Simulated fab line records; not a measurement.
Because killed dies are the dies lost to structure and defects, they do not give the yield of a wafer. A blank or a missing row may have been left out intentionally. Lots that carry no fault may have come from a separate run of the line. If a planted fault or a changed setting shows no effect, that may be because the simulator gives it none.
fab line records | flow sky130
[record] lots = 6 wafers = 18 last-day = 50
route steps=708 shown VIA3@593 METAL4@598 CAP2M@603
lots with no fault: from the same line, run without faults
start-h: the number of hours between the record's first day and the start of the first shown wafer of the lot | wait-h: how many hours have passed since the lot's step before this one | " repeats the value in the row above | L1.1+2: several wafers, shown together as one row | - no value present, or no start provided | * or withheld: withheld | < > ~ a bound
route shown NAME@n: NAME is a module with steps in the file, n the number in the route of the first one | usual: average and standard deviation across the fault-free wafers | same: alike in all rows | chamber/n: place in a boat | sites: the reading at each site | _std_site: the values' standard deviation | _edge_site: outer sites' mean less inner sites' | radius-mm: for every site, how far away it sits from the centre of the wafer | mask NAME#n: copy n | behind: tool/chamber where the wafer was last shaped | hold: what put the lot on hold/how long, in hours/how the hold closed | device: whichever transistor did not switch (one of n, p or np) | end of line: at the end of the route, the tests of the same wafers | step lacking rows: just its recipe | killed: dies that structure and defects cost at the first sort, which is not the same as the wafer's yield | map: a wafer's dies, marking killed ones x, the rest . and places with no die _
set.NAME: the setting that was run; set.NAME@STEP: the one run at that earlier step | model.NAME: the simulator's own value behind a step, which no gauge read
a table for each step, a row for each wafer; lots at some steps of the route
services: when a tool's chamber went out of use (start-h, in hours from the record's first day, below 0 if earlier), for how many hours, and the reason
[[steps]]
[step SKY_VIA3_SPUTTER_20]
[recipe] material = TiN target-thk-nm = 20 chamber-pressure-pa = 5 power-w = 4000 time-s = 80
[usual] cathode-dc-power-W = 4000.0/0.72 chamber-pressure-pa = 4.998/0.0088 throttle-valve-pct = 29.5/0.83
// columns lot.wafer tool chamber start-h wait-h cathode-dc-power-W chamber-pressure-pa throttle-valve-pct
L294.1 pvd-sputter-03 - 957.05 0.0 4000.2 5.008 28.3
L294.4 " - " " 4000.3 4.999 28.8
L294.5 " - " " 4000.0 4.988 28.2
L297.3 pvd-sputter-03 - 985.91 0.0 3999.9 4.994 30.8
L297.4 " - " " 3999.7 4.999 29.0
L297.6 " - " " 3998.0 5.014 30.7
L298.1 pvd-sputter-02 - 988.45 0.0 4000.5 4.998 28.5
L298.4 " - " " 4001.6 4.997 29.7
L298.5 " - " " 4000.6 5.004 30.1
L311.1 pvd-sputter-03 - 1066.44 0.0 3999.2 5.000 29.2
L311.3 " - " " 4000.1 4.998 28.1
L311.4 " - " " 4000.3 5.004 29.1
L313.1 pvd-sputter-01 - 1082.01 0.0 4000.0 5.011 29.4
L313.2 " - " " 3999.3 5.002 29.3
L313.6 " - " " 4001.3 4.998 29.5
L314.2 pvd-sputter-01 - 1086.75 0.0 4000.1 4.996 29.1
L314.5 " - " " 3999.4 4.983 31.1
L314.6 " - " " 3999.4 4.999 29.4
[step SKY_VIA3_CVD_21]
[recipe] material = W target-thk-nm = 390 time-s = 117.31 temp-c = 400 pressure-torr = 40
[usual] heater-power-w = 821/99
// columns lot.wafer tool chamber start-h wait-h heater-power-w since-wet-clean-h
L294.1 cvd-w-02 0 957.11 0.0 731 553
L294.4 " 1 " " 937 -
L294.5 " 1 " " 930 -
L297.3 cvd-w-02 0 986.01 0.1 747 -
L297.4 " 1 " " 943 -
L297.6 " 1 " " 966 -
L298.1 cvd-w-02 1 988.51 0.0 955 585
L298.4 " 1 " " 947 -
L298.5 " 0 " " 784 -
L311.1 cvd-w-02 1 1066.50 0.0 958 663
L311.3 " 0 " " 755 -
L311.4 " 1 " " 964 -
L313.1 cvd-w-02 0 1082.08 0.0 775 678
L313.2 " 1 " " 912 678
L313.6 " 1 " " 949 -
L314.2 cvd-w-02 0 1086.81 0.0 750 683
L314.5 " 0 " " 752 -
L314.6 " 1 " " 950 -
[step SKY_VIA3_RS_MEAS_22]
[recipe] thk-meas-gauge = four-point-probe reads = W_of_VIA3_CVD_21+TiN_of_VIA3_SPUTTER_20
[usual] VIA3_W_RS = 0.291/0.0054
// columns lot.wafer tool chamber start-h wait-h VIA3_W_RS[ohm/sq]
L294.1 film-metro-04 - 957.24 0.1 0.294
L294.4 " - " " 0.295
L294.5 " - " " 0.296
L297.3 film-metro-02 - 986.13 0.1 0.287
L297.4 " - " " 0.292
L297.6 " - " " 0.291
L298.1 film-metro-01 - 988.63 0.1 0.288
L298.4 " - " " 0.292
L298.5 " - " " 0.288
L311.1 film-metro-01 - 1066.62 0.1 0.294
L311.3 " - " " 0.281
L311.4 " - " " 0.292
L313.1 film-metro-01 - 1082.20 0.1 0.289
L313.2 " - " " 0.299
L313.6 " - " " 0.301
L314.2 film-metro-02 - 1086.95 0.1 0.285
L314.5 " - " " 0.284
L314.6 " - " " 0.295
[step SKY_VIA3_THK_MEAS_23]
[recipe] thk-meas-gauge = xrf reads = W_of_VIA3_CVD_21
[usual] VIA3_W_THK = 395/9.4
// columns lot.wafer tool chamber start-h wait-h VIA3_W_THK[nm]
L294.1 film-metro-04 - 957.36 0.1 381
L294.4 " - " " 383
L294.5 " - " " 380
L297.3 film-metro-02 - 986.23 0.1 405
L297.4 " - " " 396
L297.6 " - " " 398
L298.1 film-metro-01 - 988.75 0.1 397
L298.4 " - " " 391
L298.5 " - " " 397
L311.1 film-metro-01 - 1066.74 0.1 389
L311.3 " - " " 407
L311.4 " - " " 393
L313.1 film-metro-01 - 1082.32 0.1 397
L313.2 " - " " 384
L313.6 " - " " 381
L314.2 film-metro-02 - 1087.06 0.1 413
L314.5 " - " " 411
L314.6 " - " " 400
[step SKY_VIA3_CMP_24]
[recipe] stop-on = SiO2 t-overpolish-s = 20 down-force-psi = 3.5 platen-rpm = 60 target-thk-nm = 0 pad-velocity-m-s = 0.94248
[usual] motor-current-A = 11.1/1.1 overpolish-run-s = 20.000/0.0088 time-to-endpoint-s = 95/4.3
// columns lot.wafer tool chamber start-h wait-h motor-current-A overpolish-run-s time-to-endpoint-s
L294.1 cmp-02 0 957.42 0.1 9.3 19.993 86
L294.4 " 3 " " 10.3 20.000 90
L294.5 " 1 " " 12.1 19.996 99
L297.3 cmp-01 1 986.51 0.3 11.9 20.004 98
L297.4 " 2 " " 12.0 20.012 99
L297.6 " 1 " " 11.4 20.002 95
L298.1 cmp-01 3 988.91 0.1 13.0 20.000 94
L298.4 " 0 " " 10.2 20.000 96
L298.5 " 2 " " 11.8 19.996 99
L311.4 cmp-01 0 1067.81 1.0 9.9 19.993 92
L311.1 " 2 " " 11.4 20.008 97
L311.3 " 3 " " 13.3 20.009 95
L313.2 cmp-02 0 1082.38 0.0 9.7 20.011 86
L313.1 " 1 " " 12.2 19.992 103
L313.6 " 1 " " 11.4 19.997 95
L314.2 cmp-01 1 1087.21 0.1 10.9 20.003 96
L314.6 " 3 " " 12.6 19.987 91
L314.5 " 0 " " 10.0 19.999 99
[step SKY_METAL4_SPUTTER_00]
[recipe] material = Ti target-thk-nm = 15 power-w = 3000 time-s = 10 chamber-pressure-pa = 0.4
[step SKY_METAL4_SPUTTER_01]
[recipe] material = TiN target-thk-nm = 20 power-w = 6500 time-s = 16.7 chamber-pressure-pa = 0.4
[step SKY_METAL4_SPUTTER_02]
[recipe] material = AlCu target-thk-nm = 735 power-w = 10600 time-s = 39.1 chamber-pressure-pa = 0.4
[usual] cathode-dc-power-W = 10600/2 chamber-pressure-pa = 0.4000/0.00072 throttle-valve-pct = 29.6/0.91
// columns lot.wafer tool chamber start-h wait-h cathode-dc-power-W chamber-pressure-pa throttle-valve-pct
L294.1 pvd-sputter-04 - 957.76 0.0 10598 0.3998 31.4
L294.4 " - " " 10601 0.4003 29.6
L294.5 " - " " 10601 0.3997 29.6
L297.3 pvd-sputter-04 - 986.81 0.0 10599 0.3996 31.6
L297.4 " - " " 10599 0.3995 30.2
L297.6 " - " " 10602 0.4002 30.0
L298.1 pvd-sputter-03 - 989.16 0.0 10599 0.3994 28.1
L298.4 " - " " 10601 0.4003 29.1
L298.5 " - " " 10603 0.3994 29.0
L311.1 pvd-sputter-03 - 1068.16 0.0 10596 0.3995 28.9
L311.3 " - " " 10600 0.3999 28.3
L311.4 " - " " 10600 0.4002 28.8
L313.1 pvd-sputter-03 - 1082.73 0.0 10600 0.4004 28.5
L313.2 " - " " 10599 0.4011 29.1
L313.6 " - " " 10603 0.3998 28.8
L314.2 pvd-sputter-02 - 1087.46 0.0 10598 0.4012 29.3
L314.5 " - " " 10595 0.4000 29.8
L314.6 " - " " 10603 0.4011 29.2
[step SKY_METAL4_SPUTTER_03]
[recipe] material = Ti target-thk-nm = 5 power-w = 3000 time-s = 3.3 chamber-pressure-pa = 0.4
[step SKY_METAL4_SPUTTER_04]
[recipe] material = TiN target-thk-nm = 70 power-w = 6500 time-s = 58.3 chamber-pressure-pa = 0.4
[step SKY_CAP2M_CVD_00]
[recipe] material = SiO2 target-thk-nm = 15.5 temp-c = 400 time-s = withheld rf-w = 450
[step SKY_CAP2M_THK_MEAS_01]
[recipe] reads = SiO2_of_CAP2M_CVD_00
[usual] CAP2M_CVD_00_THK = 15.54/0.23
// columns lot.wafer tool chamber start-h wait-h CAP2M_CVD_00_THK[nm]
L294.1 film-metro-03 - 957.89 - 15.07
L294.4 " - " " 15.65
L294.5 " - " " 15.83
L297.3 film-metro-01 - 986.96 - 15.25
L297.4 " - " " 15.40
L297.6 " - " " 15.76
L298.1 film-metro-03 - 989.29 - 16.02
L298.4 " - " " 16.00
L298.5 " - " " 15.77
L311.1 film-metro-03 - 1068.28 - 15.46
L311.3 " - " " 15.48
L311.4 " - " " 15.86
L313.1 film-metro-01 - 1082.85 - 15.23
L313.2 " - " " 15.79
L313.6 " - " " 15.97
L314.2 film-metro-02 - 1087.60 - 15.24
L314.5 " - " " 15.83
L314.6 " - " " 15.66
[step SKY_CAP2M_SPUTTER_02]
[recipe] material = TiN target-thk-nm = 200 temp-c = 300 power-w = 6500 time-s = 166.7 chamber-pressure-pa = 0.4
[usual] cathode-dc-power-W = 6500.0/1.1 chamber-pressure-pa = 0.4000/0.0009 throttle-valve-pct = 29.9/0.96
// columns lot.wafer tool chamber start-h wait-h cathode-dc-power-W chamber-pressure-pa throttle-valve-pct
L294.1 pvd-sputter-01 - 957.95 0.1 6501.9 0.4000 31.3
L294.4 " - " " 6500.0 0.3999 31.2
L294.5 " - " " 6498.0 0.4001 29.1
L297.3 pvd-sputter-01 - 987.00 0.0 - - -
L297.4 " - " " - - -
L297.6 " - " " - - -
L298.1 pvd-sputter-01 - 989.35 0.1 - - -
L298.4 " - " " - - -
L298.5 " - " " - - -
L311.1 pvd-sputter-01 - 1068.34 0.1 6500.2 0.4018 29.4
L311.3 " - " " 6500.8 0.4004 29.2
L311.4 " - " " 6499.4 0.3994 31.3
L313.1 pvd-sputter-01 - 1082.91 0.1 6500.0 0.3996 28.8
L313.2 " - " " 6502.3 0.4000 29.2
L313.6 " - " " 6499.5 0.3994 30.9
L314.2 pvd-sputter-03 - 1087.65 0.0 6499.6 0.3990 29.3
L314.5 " - " " 6500.0 0.3992 30.6
L314.6 " - " " 6499.6 0.3989 29.3
[step SKY_CAP2M_RS_MEAS_03]
[recipe] thk-meas-gauge = four-point-probe reads = TiN_of_CAP2M_SPUTTER_02
[usual] CAP2M_TIN_RS = 6.95/0.094
// columns lot.wafer tool chamber start-h wait-h CAP2M_TIN_RS[ohm/sq]
L294.1 film-metro-01 - 958.06 0.1 7.04
L294.4 " - " " 7.21
L294.5 " - " " 6.98
L297.3 film-metro-01 - 987.15 0.1 -
L297.4 " - " " -
L297.6 " - " " -
L298.1 film-metro-03 - 989.46 0.1 -
L298.4 " - " " -
L298.5 " - " " -
L311.1 film-metro-01 - 1068.45 0.1 6.86
L311.3 " - " " 6.86
L311.4 " - " " 7.01
L313.1 film-metro-03 - 1083.02 0.1 6.86
L313.2 " - " " 6.89
L313.6 " - " " 7.03
L314.2 film-metro-01 - 1087.78 0.1 6.92
L314.5 " - " " 6.87
L314.6 " - " " 6.91
[step SKY_CAP2M_THK_MEAS_04]
[recipe] thk-meas-gauge = xrf reads = TiN_of_CAP2M_SPUTTER_02
[usual] CAP2M_TIN_THK = 197.0/2.9
// columns lot.wafer tool chamber start-h wait-h CAP2M_TIN_THK[nm]
L294.1 film-metro-01 - 958.18 0.1 192.9
L294.4 " - " " 188.8
L294.5 " - " " 195.7
L297.3 film-metro-01 - 987.25 0.1 <0.0
L297.4 " - " " <0.0
L297.6 " - " " <0.0
L298.1 film-metro-03 - 989.58 0.1 <0.0
L298.4 " - " " <0.0
L298.5 " - " " <0.0
L311.1 film-metro-01 - 1068.57 0.1 197.8
L311.3 " - " " 198.9
L311.4 " - " " 194.2
L313.1 film-metro-03 - 1083.14 0.1 199.0
L313.2 " - " " 198.1
L313.6 " - " " 195.8
L314.2 film-metro-01 - 1087.89 0.1 196.0
L314.5 " - " " 196.5
L314.6 " - " " 196.8
[step SKY_CAP2M_DEHYDRATE_05]
[recipe] temp-c = 200 time-s = 60
[step SKY_CAP2M_HMDS_06]
[recipe] prime-time-s = 60 prime-temp-c = 120
[step SKY_CAP2M_COAT_07]
[recipe] resist = NOVOLAK spin-rpm = 3000 resist-thk-nm = 1140
[step SKY_CAP2M_SOFTBAKE_08]
[recipe] temp-c = 90 time-s = 60 resist = NOVOLAK
[step SKY_CAP2M_EXPOSE_09]
[recipe] mask-id = CAP2M na = 0.6 source-shape = conventional sigma-outer = 0.6 polarization = unpolarized target-cd-nm = 1000 dose-mj = 159
[step SKY_CAP2M_PEB_10]
[recipe] temp-c = withheld time-s = * resist = NOVOLAK
[step SKY_CAP2M_DEVELOP_11]
[recipe] resist = NOVOLAK developer = TMAH develop-time-s = 60 dev-temp-c = 23
[step SKY_CAP2M_OVL_MEAS_12]
[usual] CAP2M_OVL = 0.1/2
// columns lot.wafer tool chamber start-h wait-h CAP2M_OVL[nm]
L294.1 overlay-02 - 981.43 0.1 0.5
L294.4 " - " " 1.8
L294.5 " - " " 1.1
L297.3 overlay-02 - 1010.09 0.1 0.8
L297.4 " - " " 0.4
L297.6 " - " " 1.0
L298.1 overlay-01 - 1013.38 0.1 -3.0
L298.4 " - " " -3.1
L298.5 " - " " -5.6
L311.1 overlay-01 - 1089.78 0.1 0.8
L311.3 " - " " 3.2
L311.4 " - " " 0.1
L313.1 overlay-01 - 1103.05 0.1 -2.7
L313.2 " - " " -4.2
L313.6 " - " " -1.0
L314.2 overlay-02 - 1107.70 0.1 3.7
L314.5 " - " " 0.0
L314.6 " - " " 0.6
[step SKY_CAP2M_METAL_ETCH_13]
[recipe] target-depth-nm = 220 stop-on = SiO2 chemistry = Cl2/BCl3 target = TiN pressure-mtorr = 10 icp-w = 900 bias-w = 48.5 Cl2_flow_sccm = 60 bcl3-flow-sccm = 30 time-s = 62.9
[usual] drypump-motor-current-A = 6.0/0.33 oes-product-au = 0.939/0.0085 throttle-valve-pct = 21.905/0.01
// columns lot.wafer tool chamber start-h wait-h drypump-motor-current-A oes-product-au rf-hours-counter-h throttle-valve-pct
L294.1 rie-metal-03 1 981.47 0.0 6.4 0.932 8 21.902
L294.4 " 0 " " 5.9 0.918 - 21.913
L294.5 " 1 " " 6.4 0.933 - 21.914
L297.3 rie-metal-03 1 1010.14 0.0 6.4 0.382 - 22.255
L297.4 " 0 " " 5.9 0.376 - 22.270
L297.6 " 0 " " 5.9 0.375 - 22.264
L298.1 rie-metal-01 0 1013.42 0.0 6.0 0.376 5 22.269
L298.4 " 0 " " 6.0 0.384 - 22.268
L298.5 " 1 " " 5.5 0.380 - 22.265
L311.1 rie-metal-03 0 1089.82 0.0 5.9 0.942 1 21.887
L311.3 " 1 " " 6.4 0.943 - 21.904
L311.4 " 0 " " 5.9 0.935 - 21.895
L313.1 rie-metal-03 0 1103.08 0.0 5.9 0.947 2 21.895
L313.2 " 1 " " 6.4 0.945 17 21.910
L313.6 " 1 " " 6.4 0.935 - 21.901
L314.2 rie-metal-01 1 1107.73 0.0 5.5 0.936 7 21.909
L314.5 " 1 " " 5.5 0.942 - 21.891
L314.6 " 0 " " 6.0 0.943 - 21.892
[step SKY_CAP2M_STRIP_14]
[recipe] chemistry = O2/N2 power-w = 1400 pressure-mtorr = 1500 platen-temp-c = withheld o2-flow-sccm = 3000 n2-flow-sccm = 300 overash-fraction = 0.5
[usual] drypump-motor-current-A = 5.5/0.39 oes-product-au = 0.710/0.005 strip-time-to-endpoint-s = 12.61/0.058
// columns lot.wafer tool chamber start-h wait-h drypump-motor-current-A oes-product-au rf-hours-counter-h strip-time-to-endpoint-s
L294.1 plasma-asher-02 1 981.54 0.1 5.1 0.706 56 12.52
L294.4 " 0 " " 5.2 0.710 - 12.50
L294.5 " 1 " " 5.1 0.714 - 12.55
L297.3 plasma-asher-01 1 1010.23 0.1 5.4 0.709 - 12.55
L297.4 " 0 " " 6.0 0.706 - 12.57
L297.6 " 1 " " 5.4 0.718 - 12.55
L298.1 plasma-asher-01 0 1013.50 0.1 5.9 0.707 83 12.68
L298.4 " 0 " " 6.0 0.712 - 12.71
L298.5 " 1 " " 5.4 0.708 - 12.70
L311.1 plasma-asher-02 0 1089.90 0.1 5.2 0.710 68 12.67
L311.3 " 0 " " 5.2 0.717 - 12.60
L311.4 " 1 " " 5.1 0.703 - 12.61
L313.1 plasma-asher-02 0 1103.16 0.1 5.2 0.711 69 12.62
L313.2 " 1 " " 5.1 0.711 69 12.56
L313.6 " 1 " " 5.1 0.715 - 12.50
L314.2 plasma-asher-01 1 1107.81 0.1 5.4 0.711 92 12.72
L314.5 " 1 " " 5.4 0.718 - 12.67
L314.6 " 0 " " 5.9 0.713 - 12.70
[[services]]
// columns tool chamber start-h hours kind
cmp-02 - 934.79 0.2 repair
cmp-02 - 950.44 1.7 repair
rie-metal-03 - 953.22 0.9 repair
cmp-01 - 956.73 0.9 repair
rie-metal-01 - 967.61 2.8 pm
rie-metal-01 0 970.98 10.6 repair
cmp-01 - 975.58 2.5 repair
pvd-sputter-01 - 981.03 1.2 repair
cmp-02 - 982.65 5.8 pm
plasma-asher-01 - 986.27 2.8 pm
pvd-sputter-02 - 995.14 1.4 repair
pvd-sputter-03 - 997.14 12.2 repair
pvd-sputter-01 - 1002.17 5.9 repair
cmp-01 - 1012.97 3.0 repair
pvd-sputter-01 - 1028.30 3.0 repair
cmp-01 - 1033.90 1.7 repair
cvd-w-02 - 1053.82 4.7 repair
cmp-01 - 1059.91 7.9 pm
cmp-01 - 1071.14 1.6 repair
cmp-01 - 1076.29 5.3 repair
plasma-asher-01 - 1088.08 15.6 repair
cmp-01 - 1091.02 0.8 repair
cmp-01 - 1097.19 2.4 repair
cmp-01 - 1099.61 4.0 pm
[[key]]
[first-sign] step = SKY_CAP2M_SPUTTER_02 reading = tool-record direction = missing
[effect] step = SKY_CAP2M_RS_MEAS_03 reading = CAP2M_TIN_RS direction = missing
[effect] step = SKY_CAP2M_THK_MEAS_04 reading = CAP2M_TIN_THK direction = down sigmas = 67 usual = 197.0 struck = <0.0
[effect] step = SKY_CAP2M_METAL_ETCH_13 reading = oes-product-au direction = down sigmas = 66 usual = 0.939 struck = 0.379
met-at SKY_CAP2M_SPUTTER_02
struck-wafers L297.3,L297.4,L297.6,L298.1,L298.4,L298.5
later-rows-left-out L297.3,L297.4,L297.6,L298.1,L298.4,L298.5
sort-left-out L297.3,L297.4,L297.6,L298.1,L298.4,L298.5
onset-between 957.95 987.00
[fault] kind = skipped-step-whole tool = pvd-sputter-01 chamber = - onset-h = 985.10 steps = SKY_CAP2M_SPUTTER_02 scope = struck-lots-only
// sort-left-out: the simulated sort isn't trusted on such a fault, so these wafers' sort isn't shown, and their yield isn't known
// later-rows-left-out: the simulator's readings of these wafers behind a module that went badly wrong aren't trusted and aren't shown, but for the sort
